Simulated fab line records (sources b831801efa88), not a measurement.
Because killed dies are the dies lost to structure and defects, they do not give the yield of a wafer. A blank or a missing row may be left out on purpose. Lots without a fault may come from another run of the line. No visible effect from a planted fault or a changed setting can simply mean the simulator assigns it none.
fab line records    flow sfqLine
record: lots: 5  wafers: 15  lastDay: 80
route steps=325 shown I1@75 M2@88
lots that met no fault: from a run of the same line without faults
startH: hours from the record's first day to the start of the lot's first wafer shown    waitH: time in hours since the lot's previous step    " repeats the value in the row above    L1.1+2: one row covering several wafers at once    - no value, or no start was given    * or withheld: withheld    < > ~ a bound
route shown NAME@n: names a module that has steps shown in the file, with the first one's number in the route    usual: mean/standard deviation of fault-free wafers    same: alike in all rows    chamber/n: place in a boat    sites: per-site readings    _std_site: the values' standard deviation    _edge_site: outer sites' mean less inner sites'    radiusMm: how far each site lies from the wafer's centre    mask NAME#n: copy n    behind: the tool/chamber that last shaped the wafer    hold: the reason the lot was held/the length of the hold in hours/how it ended    device: whichever transistor did not switch (one of n, p or np)    end of line: the tests these same wafers got at the end of their route    a step without rows: its recipe alone    killed: count of dies lost to structure and defects at first sort (not the wafer's yield)    map: per-die view of a wafer (x killed, . not killed, _ where there is no die)
set.NAME: the setting the step ran with; set.NAME@STEP: the setting that earlier step ran with    model.NAME: the simulator's own value behind a step, which no gauge read
a table for each step, a row for each wafer; lots at some steps of the route
services: when a tool's chamber went out of use (startH, in hours from the record's first day, below 0 if earlier), for how many hours, and the reason
== steps ==
step: SFQ_I1_BOW_MEAS_912
recipe: mode: bow
usual: I1_BOW: 4/7.8
lot.wafer  tool          chamber  startH  waitH  I1_BOW[um]
L079.1     filmMetro-04  -        320.98  2.0    -7
L079.2     "             -        "       "      -2
L079.5     "             -        "       "      15
L085.3     filmMetro-02  -        366.74  1.5    1
L085.5     "             -        "       "      6
L085.6     "             -        "       "      3
L089.1     filmMetro-04  -        397.43  1.5    11
L089.3     "             -        "       "      5
L089.5     "             -        "       "      -5
L091.1     filmMetro-04  -        410.03  1.5    10
L091.2     "             -        "       "      12
L091.4     "             -        "       "      -5
L096.1     filmMetro-02  -        460.61  1.5    -9
L096.3     "             -        "       "      6
L096.5     "             -        "       "      1
step: SFQ_TRILAYER_I1_METRO_MEASURE_047
usual: thkNm: 200.0/1.3
lot.wafer  tool          chamber  startH  waitH  thkNm
L079.1     filmMetro-04  -        321.10  0.1    202.4
L079.2     "             -        "       "      198.8
L079.5     "             -        "       "      200.6
L085.3     filmMetro-02  -        367.22  0.5    199.3
L085.5     "             -        "       "      200.8
L085.6     "             -        "       "      200.7
L089.1     filmMetro-04  -        397.55  0.1    201.7
L089.3     "             -        "       "      200.5
L089.5     "             -        "       "      197.8
L091.1     filmMetro-04  -        410.15  0.1    199.2
L091.2     "             -        "       "      201.8
L091.4     "             -        "       "      200.6
L096.1     filmMetro-02  -        460.73  0.1    201.0
L096.3     "             -        "       "      201.2
L096.5     "             -        "       "      198.0
step: SFQ_TRILAYER_I1_VIA_LITHO_COAT_054
recipe: resist: BARC  spinRpm: 3000  resistThkNm: 62
usual: chillPlateTempC: 22.99/0.094  dispensePressureKPa: 48.5/1.5
lot.wafer  tool           chamber  startH  waitH  chillPlateTempC  dispensePressureKPa
L079.1     lithoTrack-01  0        322.30  1.0    23.02            47.9
L079.2     "              0        "       "      23.06            48.0
L079.5     "              0        "       "      23.13            47.9
L085.3     lithoTrack-01  0        368.25  0.8    22.99            48.0
L085.5     "              0        "       "      23.16            48.0
L085.6     "              0        "       "      23.20            47.9
L089.1     lithoTrack-04  0        398.75  1.0    23.05            48.0
L089.3     "              0        "       "      23.00            48.0
L089.5     "              0        "       "      22.86            48.0
L091.1     lithoTrack-02  0        411.35  1.0    23.11            52.4
L091.2     "              0        "       "      22.94            52.5
L091.4     "              0        "       "      22.82            52.4
L096.1     lithoTrack-04  0        461.93  1.0    22.79            48.0
L096.3     "              0        "       "      22.90            48.0
L096.5     "              0        "       "      23.01            48.0
step: SFQ_TRILAYER_I1_VIA_LITHO_COAT_049
recipe: resist: KrF  spinRpm: 3000  resistThkNm: 650
usual: chillPlateTempC: 23.01/0.11  dispensePressureKPa: 48.5/1.5
lot.wafer  tool           chamber  startH  waitH  chillPlateTempC  dispensePressureKPa
L079.1     lithoTrack-01  0        322.60  0.2    23.00            47.9
L079.2     "              0        "       "      23.11            48.0
L079.5     "              0        "       "      23.06            48.0
L085.3     lithoTrack-01  0        368.55  0.2    23.05            47.9
L085.5     "              0        "       "      23.03            48.0
L085.6     "              0        "       "      22.95            47.9
L089.1     lithoTrack-04  0        399.05  0.2    23.05            48.0
L089.3     "              0        "       "      23.10            48.1
L089.5     "              0        "       "      23.12            48.0
L091.1     lithoTrack-02  0        411.65  0.2    22.94            52.4
L091.2     "              0        "       "      22.91            52.4
L091.4     "              0        "       "      23.13            52.5
L096.1     lithoTrack-04  0        462.23  0.2    22.87            48.0
L096.3     "              0        "       "      22.92            48.0
L096.5     "              0        "       "      22.85            48.0
step: SFQ_TRILAYER_I1_VIA_LITHO_SOFTBAKE_053
recipe: tempC: withheld  timeS: withheld  resist: KrF
usual: chillPlateTempC: *
lot.wafer  tool           chamber  startH  waitH  chillPlateTempC
L079.1     lithoTrack-01  0        322.90  0.2    *
L079.2     "              0        "       "      *
L079.5     "              0        "       "      *
L085.3     lithoTrack-01  0        368.80  0.2    *
L085.5     "              0        "       "      *
L085.6     "              0        "       "      *
L089.1     lithoTrack-04  0        399.35  0.2    *
L089.3     "              0        "       "      *
L089.5     "              0        "       "      *
L091.1     lithoTrack-02  0        411.95  0.2    *
L091.2     "              0        "       "      *
L091.4     "              0        "       "      *
L096.1     lithoTrack-04  0        462.53  0.2    *
L096.3     "              0        "       "      *
L096.5     "              0        "       "      *
step: SFQ_TRILAYER_I1_VIA_LITHO_EXPOSE_050
recipe: maskId: I1  na: 0.6  sourceShape: conventional  sigmaOuter: 0.65  targetCdNm: 500  doseMj: 21.3
usual: focusOffsetNm: -0.1/0.51
lot.wafer  tool           chamber  startH  waitH  mask  focusOffsetNm
L079.1     krfScanner-02  0        384.94  -      I1#0  0.5
L079.2     "              0        "       "      I1#0  0.9
L079.5     "              0        "       "      I1#0  0.0
L085.3     krfScanner-02  0        427.24  -      I1#0  0.4
L085.5     "              0        "       "      I1#0  -0.3
L085.6     "              0        "       "      I1#0  0.1
L089.1     krfScanner-02  0        464.79  -      I1#0  0.3
L089.3     "              0        "       "      I1#0  -0.2
L089.5     "              0        "       "      I1#0  0.1
L091.1     krfScanner-02  0        479.19  -      I1#0  0.0
L091.2     "              0        "       "      I1#0  -0.6
L091.4     "              0        "       "      I1#0  0.3
L096.1     krfScanner-02  0        520.71  -      I1#0  0.0
L096.3     "              0        "       "      I1#0  0.2
L096.5     "              0        "       "      I1#0  0.3
step: SFQ_TRILAYER_I1_VIA_LITHO_PEB_052
recipe: pebTempC: 115  pebTimeS: 60  resist: KrF
usual: chillPlateTempC: 23.01/0.11  heaterPowerTotalW: 79.15/0.07
lot.wafer  tool           chamber  startH  waitH  chillPlateTempC  heaterPowerTotalW
L079.1     lithoTrack-04  0        386.14  1.0    23.00            79.13
L079.2     "              0        "       "      23.06            79.13
L079.5     "              0        "       "      22.95            79.23
L085.3     lithoTrack-04  0        428.09  0.7    23.00            79.26
L085.5     "              0        "       "      23.24            79.11
L085.6     "              0        "       "      23.16            79.08
L089.1     lithoTrack-02  0        465.99  1.0    23.16            79.15
L089.3     "              0        "       "      22.98            79.21
L089.5     "              0        "       "      23.08            79.08
L091.1     lithoTrack-04  0        480.39  1.0    23.08            79.21
L091.2     "              0        "       "      23.00            79.17
L091.4     "              0        "       "      23.04            79.06
L096.1     lithoTrack-04  0        521.91  1.0    23.09            79.12
L096.3     "              0        "       "      22.93            79.22
L096.5     "              0        "       "      22.92            79.26
step: SFQ_TRILAYER_I1_VIA_LITHO_DEVELOP_051
recipe: timeS: 60  resist: KrF
usual: chillPlateTempC: 23.03/0.11
lot.wafer  tool           chamber  startH  waitH  chillPlateTempC
L079.1     lithoTrack-04  0        386.29  0.1    23.05
L079.2     "              0        "       "      22.97
L079.5     "              0        "       "      23.00
L085.3     lithoTrack-04  0        428.24  0.1    22.83
L085.5     "              0        "       "      22.96
L085.6     "              0        "       "      22.86
L089.1     lithoTrack-02  0        466.14  0.1    23.13
L089.3     "              0        "       "      23.14
L089.5     "              0        "       "      23.07
L091.1     lithoTrack-04  0        480.54  0.1    22.89
L091.2     "              0        "       "      23.02
L091.4     "              0        "       "      22.87
L096.1     lithoTrack-04  0        522.06  0.1    22.89
L096.3     "              0        "       "      22.98
L096.5     "              0        "       "      22.95
step: SFQ_I1_OVL_MEAS_913
usual: I1_OVL: -2/5.5
lot.wafer  tool        chamber  startH  waitH  I1_OVL[nm]
L079.1     overlay-01  -        386.44  0.1    4
L079.2     "           -        "       "      3
L079.5     "           -        "       "      1
L085.3     overlay-01  -        428.35  0.1    11
L085.5     "           -        "       "      7
L085.6     "           -        "       "      3
L089.1     overlay-02  -        466.29  0.1    -4
L089.3     "           -        "       "      -7
L089.5     "           -        "       "      -17
L091.1     overlay-01  -        480.69  0.1    -8
L091.2     "           -        "       "      -6
L091.4     "           -        "       "      -5
L096.1     overlay-02  -        522.21  0.1    4
L096.3     "           -        "       "      -5
L096.5     "           -        "       "      -1
step: SFQ_TRILAYER_I1_VIA_BARC_OPEN_VIA_ETCH_071
recipe: maskMaterial: PR  chemistry: O2  targetDepthNm: 125  target: BARC  sourceW: 500  biasW: 80  pressureMtorr: 30  timeS: 41.7
usual: chamberPressureMTorr: 30.001/0.026  drypumpMotorCurrentA: 5.6/0.41  oesProductAu: 0.685/0.0047
lot.wafer  tool        chamber  startH  waitH  chamberPressureMTorr  drypumpMotorCurrentA  oesProductAu  rfHoursCounterH
L079.1     rieDiel-03  2        386.47  0.0    30.045                5.8                   0.681         11
L079.2     "           3        "       "      29.983                5.9                   0.689         6
L079.5     "           2        "       "      29.989                5.8                   0.687         -
L085.3     rieDiel-02  1        428.37  0.0    30.006                5.4                   0.693         4
L085.5     "           2        "       "      29.994                5.9                   0.676         -
L085.6     "           1        "       "      30.001                5.4                   0.684         -
L089.1     rieDiel-03  0        466.32  0.0    30.044                4.8                   0.684         3
L089.3     "           2        "       "      30.039                5.7                   0.689         12
L089.5     "           1        "       "      29.993                5.5                   0.683         -
L091.1     rieDiel-02  0        480.72  0.0    29.952                6.1                   0.683         11
L091.2     "           2        "       "      29.993                5.8                   0.687         85
L091.4     "           1        "       "      30.039                5.5                   0.675         5
L096.1     rieDiel-02  0        522.25  0.0    30.045                6.1                   0.682         12
L096.3     "           3        "       "      29.977                5.8                   0.692         16
L096.5     "           3        "       "      30.017                5.8                   0.680         -
step: SFQ_TRILAYER_I1_VIA_ETCH_VIA_ETCH_052
recipe: target: SiO2  stopOn: Nb  maskMaterial: PR  taperDeg: 20  chemistry: CHF3  targetDepthNm: 260  sourceW: 500  biasW: 80  pressureMtorr: 30  timeS: withheld
usual: chamberPressureMTorr: 30.001/0.024  drypumpMotorCurrentA: 5.6/0.41  oesProductAu: 0.855/0.0053
lot.wafer  tool        chamber  startH  waitH  chamberPressureMTorr  drypumpMotorCurrentA  oesProductAu
L079.1     rieDiel-03  2        386.51  0.0    29.998                5.7                   0.852
L079.2     "           3        "       "      30.003                5.8                   0.850
L079.5     "           2        "       "      30.020                5.7                   0.855
L085.3     rieDiel-02  1        428.41  0.0    30.022                5.4                   0.852
L085.5     "           2        "       "      29.986                5.8                   0.845
L085.6     "           1        "       "      29.965                5.4                   0.864
L089.1     rieDiel-03  0        466.36  0.0    29.993                4.7                   0.855
L089.3     "           2        "       "      29.974                5.8                   0.856
L089.5     "           1        "       "      29.990                5.4                   0.846
L091.1     rieDiel-02  0        480.76  0.0    30.007                6.1                   0.849
L091.2     "           2        "       "      29.975                5.8                   0.858
L091.4     "           1        "       "      29.996                5.4                   0.852
L096.1     rieDiel-02  0        522.29  0.0    29.977                6.0                   0.858
L096.3     "           3        "       "      30.021                5.8                   0.857
L096.5     "           3        "       "      30.001                5.8                   0.852
step: SFQ_TRILAYER_I1_VIA_STRIP_STRIP_053
recipe: gas: O2  powerW: 200  platenTempC: 40  overashFraction: 0.65  chemistry: O2  pressureMtorr: 50
usual: chamberPressureMTorr: 50.00/0.048  drypumpMotorCurrentA: 5.7/0.31  oesProductAu: 1.002/0.013
lot.wafer  tool         chamber  startH  waitH  chamberPressureMTorr  drypumpMotorCurrentA  oesProductAu  rfHoursCounterH
L079.1     rieMetal-02  1        386.62  -      50.03                 5.9                   1.004         43
L079.2     "            0        "       "      50.01                 5.8                   1.001         75
L079.5     "            0        "       "      49.96                 5.7                   1.005         -
L085.3     rieMetal-01  0        428.72  -      49.97                 5.1                   0.996         -
L085.5     "            1        "       "      50.03                 5.1                   1.028         -
L085.6     "            0        "       "      50.14                 5.1                   0.994         -
L089.1     rieMetal-02  1        466.47  -      50.04                 5.9                   0.990         57
L089.3     "            0        "       "      49.97                 5.8                   0.989         -
L089.5     "            1        "       "      49.99                 5.9                   0.995         -
L091.1     rieMetal-02  1        480.87  -      50.01                 5.9                   0.994         60
L091.2     "            0        "       "      49.97                 5.8                   1.010         93
L091.4     "            0        "       "      50.03                 5.8                   1.001         -
L096.1     rieMetal-02  0        522.40  -      50.03                 5.7                   0.993         104
L096.3     "            0        "       "      49.98                 5.8                   0.987         -
L096.5     "            0        "       "      49.93                 5.8                   1.000         -
step: SFQ_TRILAYER_I1_VIA_STRIP_SOLV_CLEAN_054
recipe: chemistry: NMP  tempC: 70  timeS: 600
lot.wafer   tool         chamber  startH  waitH
L079.1+2+5  wetBench-03  4,5,7    387.22  0.4
L085.3+5+6  wetBench-01  4,1,7    429.12  0.2
L089.1+3+5  wetBench-04  1,5,4    467.07  0.4
L091.1+2+4  wetBench-01  3,2,4    481.47  0.4
L096.1+3+5  wetBench-04  0,7,5    523.00  0.4
step: SFQ_TRILAYER_M2_DEP_PRE_CLEAN_056
recipe: gas: Ar  timeS: 22.5  biasV: 250
lot.wafer   tool           chamber  startH  waitH
L079.1+2+5  pvdSputter-05  -        387.40  0.0
L085.3+5+6  pvdSputter-06  -        429.30  0.0
L089.1+3+5  pvdSputter-05  -        467.28  0.0
L091.1+2+4  pvdSputter-06  -        481.65  0.0
L096.1+3+5  pvdSputter-06  -        523.17  0.0
step: SFQ_TRILAYER_M2_DEP_SPUTTER_055
recipe: material: Nb  basePressurePa: 1.33e-06  chamberPressurePa: 0.1333  substrateTempC: 20  resputterCathodeVoltageV: 400  targetThkNm: 200  powerW: 2000  timeS: 133.3
usual: throttleValvePct: 29.7/1.2
lot.wafer  tool           chamber  startH  waitH  throttleValvePct
L079.1     pvdSputter-05  -        387.43  0.0    30.4
L079.2     "              -        "       "      31.2
L079.5     "              -        "       "      31.1
L085.3     pvdSputter-06  -        429.33  0.0    30.9
L085.5     "              -        "       "      28.3
L085.6     "              -        "       "      28.5
L089.1     pvdSputter-05  -        467.31  0.0    30.9
L089.3     "              -        "       "      31.4
L089.5     "              -        "       "      31.8
L091.1     pvdSputter-06  -        481.68  0.0    27.9
L091.2     "              -        "       "      29.1
L091.4     "              -        "       "      28.5
L096.1     pvdSputter-06  -        523.20  0.0    28.4
L096.3     "              -        "       "      28.9
L096.5     "              -        "       "      28.3
step: SFQ_M2_RS_MEAS_914
recipe: thkMeasGauge: four-point-probe  reads: Nb_of_TRILAYER_M2_DEP_SPUTTER_055
usual: M2_NB_RS: 0.893/0.011
lot.wafer  tool          chamber  startH  waitH  M2_NB_RS[ohm/sq]
L079.1     filmMetro-03  -        387.52  0.0    0.892
L079.2     "             -        "       "      0.888
L079.5     "             -        "       "      0.893
L085.3     filmMetro-01  -        429.46  0.1    0.890
L085.5     "             -        "       "      0.891
L085.6     "             -        "       "      0.887
L089.1     filmMetro-01  -        467.40  0.0    0.876
L089.3     "             -        "       "      0.886
L089.5     "             -        "       "      0.877
L091.1     filmMetro-04  -        481.77  0.0    0.899
L091.2     "             -        "       "      0.901
L091.4     "             -        "       "      0.885
L096.1     filmMetro-04  -        523.29  0.0    0.881
L096.3     "             -        "       "      0.886
L096.5     "             -        "       "      0.895
step: SFQ_TRILAYER_M2_LITHO_COAT_062
recipe: resist: BARC  spinRpm: 3000  resistThkNm: 62
usual: chillPlateTempC: 22.99/0.12  dispensePressureKPa: 48.8/1.2
lot.wafer  tool           chamber  startH  waitH  chillPlateTempC  dispensePressureKPa
L079.1     lithoTrack-03  0        387.70  0.1    22.92            50.5
L079.2     "              0        "       "      22.84            50.5
L079.5     "              0        "       "      23.05            50.5
L085.3     lithoTrack-01  0        429.70  0.1    23.13            47.9
L085.5     "              0        "       "      22.90            47.9
L085.6     "              0        "       "      23.07            47.9
L089.1     lithoTrack-01  0        467.58  0.1    23.07            48.0
L089.3     "              0        "       "      23.01            48.0
L089.5     "              0        "       "      23.11            47.9
L091.1     lithoTrack-04  0        481.95  0.1    22.85            48.0
L091.2     "              0        "       "      22.83            48.0
L091.4     "              0        "       "      22.86            48.0
L096.1     lithoTrack-04  0        523.47  0.1    22.77            48.1
L096.3     "              0        "       "      22.91            48.0
L096.5     "              0        "       "      22.88            48.1
step: SFQ_TRILAYER_M2_LITHO_COAT_057
recipe: resist: KrF  spinRpm: 3000  resistThkNm: 600
usual: chillPlateTempC: 23.01/0.1  dispensePressureKPa: 48.8/1.2
lot.wafer  tool           chamber  startH  waitH  chillPlateTempC  dispensePressureKPa
L079.1     lithoTrack-03  0        388.00  0.2    22.96            50.5
L079.2     "              0        "       "      23.08            50.5
L079.5     "              0        "       "      23.00            50.5
L085.3     lithoTrack-01  0        430.00  0.2    23.05            48.0
L085.5     "              0        "       "      22.80            48.0
L085.6     "              0        "       "      22.92            47.9
L089.1     lithoTrack-01  0        467.88  0.2    23.09            47.9
L089.3     "              0        "       "      23.12            48.0
L089.5     "              0        "       "      23.13            47.9
L091.1     lithoTrack-04  0        482.25  0.2    23.11            48.1
L091.2     "              0        "       "      23.07            48.0
L091.4     "              0        "       "      22.94            48.0
L096.1     lithoTrack-04  0        523.77  0.2    22.87            48.0
L096.3     "              0        "       "      23.19            48.0
L096.5     "              0        "       "      22.81            48.0
step: SFQ_TRILAYER_M2_LITHO_SOFTBAKE_061
recipe: tempC: withheld  timeS: withheld  resist: KrF
usual: chillPlateTempC: *
lot.wafer  tool           chamber  startH  waitH  chillPlateTempC
L079.1     lithoTrack-03  0        388.30  0.2    *
L079.2     "              0        "       "      *
L079.5     "              0        "       "      *
L085.3     lithoTrack-01  0        430.25  0.2    *
L085.5     "              0        "       "      *
L085.6     "              0        "       "      *
L089.1     lithoTrack-01  0        468.18  0.2    *
L089.3     "              0        "       "      *
L089.5     "              0        "       "      *
L091.1     lithoTrack-04  0        482.55  0.2    *
L091.2     "              0        "       "      *
L091.4     "              0        "       "      *
L096.1     lithoTrack-04  0        524.07  0.2    *
L096.3     "              0        "       "      *
L096.5     "              0        "       "      *
step: SFQ_TRILAYER_M2_LITHO_EXPOSE_058
recipe: maskId: M2  na: 0.6  sourceShape: conventional  sigmaOuter: 0.65  targetCdNm: 500  doseMj: 14.4
usual: focusOffsetNm: -0.1/0.56
lot.wafer  tool           chamber  startH  waitH  mask  focusOffsetNm
L079.1     krfScanner-02  0        452.04  -      M2#0  0.2
L079.2     "              0        "       "      M2#0  1.1
L079.5     "              0        "       "      M2#0  0.5
L085.3     krfScanner-02  0        492.79  -      M2#0  0.2
L085.5     "              0        "       "      M2#0  0.5
L085.6     "              0        "       "      M2#0  0.5
L089.1     krfScanner-02  0        529.11  -      M2#0  -0.3
L089.3     "              0        "       "      M2#0  0.0
L089.5     "              0        "       "      M2#0  -1.2
L091.1     krfScanner-02  0        544.71  -      M2#0  0.2
L091.2     "              0        "       "      M2#0  0.8
L091.4     "              0        "       "      M2#0  0.6
L096.1     krfScanner-02  0        586.51  -      M2#0  -0.3
L096.3     "              0        "       "      M2#0  -0.2
L096.5     "              0        "       "      M2#0  0.2
step: SFQ_TRILAYER_M2_LITHO_PEB_060
recipe: pebTempC: 115  pebTimeS: 60  resist: KrF
usual: chillPlateTempC: 22.98/0.099  heaterPowerTotalW: 79.16/0.065
lot.wafer  tool           chamber  startH  waitH  chillPlateTempC  heaterPowerTotalW
L079.1     lithoTrack-01  0        453.24  1.0    22.99            79.23
L079.2     "              0        "       "      22.85            79.23
L079.5     "              0        "       "      22.98            79.23
L085.3     lithoTrack-03  0        493.64  0.7    23.04            79.24
L085.5     "              0        "       "      22.97            79.21
L085.6     "              0        "       "      23.00            79.14
L089.1     lithoTrack-03  0        530.31  1.0    22.84            79.15
L089.3     "              0        "       "      23.09            79.23
L089.5     "              0        "       "      23.02            79.13
L091.1     lithoTrack-04  0        545.91  1.0    22.93            79.15
L091.2     "              0        "       "      22.95            79.21
L091.4     "              0        "       "      23.02            79.14
L096.1     lithoTrack-04  0        587.71  1.0    22.71            79.02
L096.3     "              0        "       "      22.85            79.13
L096.5     "              0        "       "      23.00            79.10
step: SFQ_TRILAYER_M2_LITHO_DEVELOP_059
recipe: timeS: 60  resist: KrF
usual: chillPlateTempC: 22.99/0.097
lot.wafer  tool           chamber  startH  waitH  chillPlateTempC
L079.1     lithoTrack-01  0        453.39  0.1    22.95
L079.2     "              0        "       "      23.02
L079.5     "              0        "       "      22.90
L085.3     lithoTrack-03  0        493.79  0.1    22.98
L085.5     "              0        "       "      22.82
L085.6     "              0        "       "      22.92
L089.1     lithoTrack-03  0        530.46  0.1    23.01
L089.3     "              0        "       "      23.08
L089.5     "              0        "       "      23.17
L091.1     lithoTrack-04  0        546.06  0.1    22.98
L091.2     "              0        "       "      22.84
L091.4     "              0        "       "      22.97
L096.1     lithoTrack-04  0        587.86  0.1    23.04
L096.3     "              0        "       "      22.99
L096.5     "              0        "       "      22.84
step: SFQ_M2_OVL_MEAS_916
usual: M2_OVL: -3/5
lot.wafer  tool        chamber  startH  waitH  M2_OVL[nm]
L079.1     overlay-02  -        453.54  0.1    -11
L079.2     "           -        "       "      -3
L079.5     "           -        "       "      -10
L085.3     overlay-01  -        493.90  0.1    0
L085.5     "           -        "       "      7
L085.6     "           -        "       "      4
L089.1     overlay-02  -        530.61  0.1    -3
L089.3     "           -        "       "      -6
L089.5     "           -        "       "      -1
L091.1     overlay-02  -        546.21  0.1    -9
L091.2     "           -        "       "      -4
L091.4     "           -        "       "      -5
L096.1     overlay-02  -        588.01  0.1    -4
L096.3     "           -        "       "      -4
L096.5     "           -        "       "      2
== services ==
tool           chamber  startH  hours  kind
pvdSputter-05  -        300.49  0.5    repair
pvdSputter-05  -        313.81  3.9    repair
filmMetro-04   -        319.55  0.7    pm
filmMetro-02   -        329.55  1.1    pm
rieDiel-02     1        333.70  1.8    repair
rieDiel-03     3        356.66  2.7    repair
krfScanner-02  -        371.31  4.0    pm
filmMetro-02   -        392.75  0.2    pm
rieMetal-02    1        396.81  7.1    repair
filmMetro-04   -        405.35  0.4    pm
krfScanner-02  -        411.34  1.0    pm
krfScanner-02  -        413.54  1.3    pm
pvdSputter-06  -        435.95  8.1    repair
rieDiel-02     3        439.44  6.7    repair
filmMetro-02   -        441.39  5.6    pm
pvdSputter-05  -        454.29  7.2    repair
krfScanner-02  -        454.44  0.8    pm
filmMetro-04   -        479.75  1.7    pm
rieDiel-03     0        533.03  7.9    repair
rieDiel-02     -        539.12  1.2    repair
filmMetro-04   -        564.55  1.5    pm
rieMetal-02    -        576.12  40.3   repair
pvdSputter-06  -        580.27  2.5    repair
krfScanner-02  -        580.71  1.0    pm
== key ==
fault none
